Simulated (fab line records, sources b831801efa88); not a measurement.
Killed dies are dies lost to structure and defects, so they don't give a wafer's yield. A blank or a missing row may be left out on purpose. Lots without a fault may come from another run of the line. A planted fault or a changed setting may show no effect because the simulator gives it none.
Problem report in the 8D (eight disciplines) form, filled by code | flow gf180mcu | the parts of the form that need people (team, actions taken, sign-off) are left out

1. THE PROBLEM
VT_IMPLANT_2_TW at GF_VT_IMPLANT_TW_MEAS_21 reads a mean of 1181 on 6 wafers of 2 lots; wafers without a fault read 1217 with a standard deviation of 5.3. That is -6.7 standard deviations from the usual mean.
First seen on wafer L177.3, day 9 07:28, on film_metro-04. The record holds 42 wafers of 14 lots with a number at this step. Rule for "out", or "out of limits": more than 4 standard deviations from the usual mean. The other wafers with a number count as sound.

2. WHAT IT IS AND WHAT IT IS NOT
question                    | is                     | is not
which readings at this step | VT_IMPLANT_2_TW        | -
which lots                  | L177, L178             | L166, L169, L170, L171, L173, L176, L184, L185, L186, L187, L188, L189
which wafers of those lots  | all that have a number | -
read on which gauges        | film_metro-04          | film_metro-01, film_metro-03
when                        | from day 9 07:28       | up to then (18 sound wafers); but 18 sound wafers of L184, L185, L186, L187, L188, L189 came after

3. SUSPECTS, AND WHAT RULES EACH OUT
Counting: a tool at a process step up to the reading stays a suspect if it ran every lot that is out and no sound lot after the first of them.
- the gauge at GF_VT_IMPLANT_TW_MEAS_21: ruled out. All the wafers that are out were read on film_metro-04, but those of them that GF_VT_IMPLANT_IMPLANT_19 has rows for are out there too, on other tools.
- cmp-01 at GF_STI_CMP_25 (polishes, stops on Si3N4, t overpolish 33 s, target thk 524.6 nm): ruled out as a lasting fault. Sound lots L184, L188 ran on it after its first lot that is out, L177 (day 4 12:43).
- implanter-01 at GF_VT_IMPLANT_IMPLANT_19: kept. It ran every lot that is out, first L177 (day 9 07:14), and no sound lot after that; its last sound lot up to then is L173 (day 8 01:44). Its own readings are out on those wafers: beam_energy_keV.
Left after counting: implanter-01 at GF_VT_IMPLANT_IMPLANT_19.

4. THE CAUSE (what the simulator had put in)
Process parameter drift: implanter-01, from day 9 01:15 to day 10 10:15, at GF_VT_IMPLANT_IMPLANT_19. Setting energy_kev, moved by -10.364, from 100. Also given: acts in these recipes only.
Counting left only this tool.

5. THE CHAIN OF EFFECTS, in route order
Each row: a reading whose mean over the struck wafers that have a number lies more than 3 standard deviations from the usual. Only readings for which the record gives a usual standard deviation are gone through. hours: the time from each lot's start at the first step in this table that gives one to its start at this step, as a median over the lots. sigmas: the change in usual standard deviations.
hours | step                     | reading         | usual  | on struck wafers | change | sigmas
0     | GF_VT_IMPLANT_IMPLANT_19 | beam_energy_keV | 100.00 | 89.64            | -10.36 | -99 or more
0     | GF_VT_IMPLANT_TW_MEAS_21 | VT_IMPLANT_2_TW | 1217   | 1181             | -36    | -6.7
The process steps in it:
- GF_VT_IMPLANT_IMPLANT_19
Later measuring or inspecting steps at which every struck wafer that the step has a row for has a number for every such reading, and none has moved that far: GF_HV_LDD_OVL_MEAS_47.

6. WHAT WOULD HAVE CAUGHT IT SOONER
In this record the first reading out of limits at a measuring or inspecting step was taken at day 9 07:28, 6 hours after the fault began at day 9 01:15.
The tool's own readings at GF_VT_IMPLANT_IMPLANT_19 were out on every struck wafer that the step has a row for (beam_energy_keV): an alarm limit on them would have fired on the first of those.
Of the lots that are out (2), L178 began GF_VT_IMPLANT_IMPLANT_19 on implanter-01 after day 9 07:28. A hold on the tool at that time would have spared it.
